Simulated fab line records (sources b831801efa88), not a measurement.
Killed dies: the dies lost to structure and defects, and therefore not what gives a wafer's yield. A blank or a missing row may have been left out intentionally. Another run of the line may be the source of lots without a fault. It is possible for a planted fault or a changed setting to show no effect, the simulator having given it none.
The tool behind it: which one? :: flow gf180mcu :: 6 lots, 18 wafers sampled, at 1 step of a route of 602

## WHAT THE GAUGES READ, wafer by wafer
GF_V4_THK_MEAS_03.
lot: L479
measured: day 25 04:52
on: filmMetro-03
V4_CVD_02_THK (nm): 831 855 844

lot: L481
measured: day 25 21:04
on: filmMetro-01
V4_CVD_02_THK (nm): 843 835 847

lot: L483
measured: day 27 07:43
on: filmMetro-04
V4_CVD_02_THK (nm): 835 841 853

lot: L491
measured: day 28 23:13
on: filmMetro-04
V4_CVD_02_THK (nm): 829 827 836

lot: L496
measured: day 30 08:43
on: filmMetro-04
V4_CVD_02_THK (nm): 862 847 860

lot: L498
measured: day 30 22:40
on: filmMetro-01
V4_CVD_02_THK (nm): 839 852 847

## WHICH TOOL RAN EACH LOT (tool, then ch and the chambers of the sampled wafers, then the start)
Record: no process step prior to these readings.

## THE ANSWER, worked out from the rows above alone
Rule: what is usual is taken from the lots themselves. Put in order of their means at a reading, lots are off if they are a third of the lots or fewer, leave a main group of 4 or more, and stand apart from it by a gap of 3 or more times the standard deviation of the main group's means; of several such gaps the widest counts. A main group is skipped when, at the precision printed for the reading in the tables above, its means are all equal. Also off: a lot with no number at a reading for which 4 or more lots have one. All remaining lots with rows at the step are treated as sound.
Across all readings shown, no lot is off: no conclusion can be drawn from this.

## WHAT HAD BEEN PUT IN BY THE SIMULATOR
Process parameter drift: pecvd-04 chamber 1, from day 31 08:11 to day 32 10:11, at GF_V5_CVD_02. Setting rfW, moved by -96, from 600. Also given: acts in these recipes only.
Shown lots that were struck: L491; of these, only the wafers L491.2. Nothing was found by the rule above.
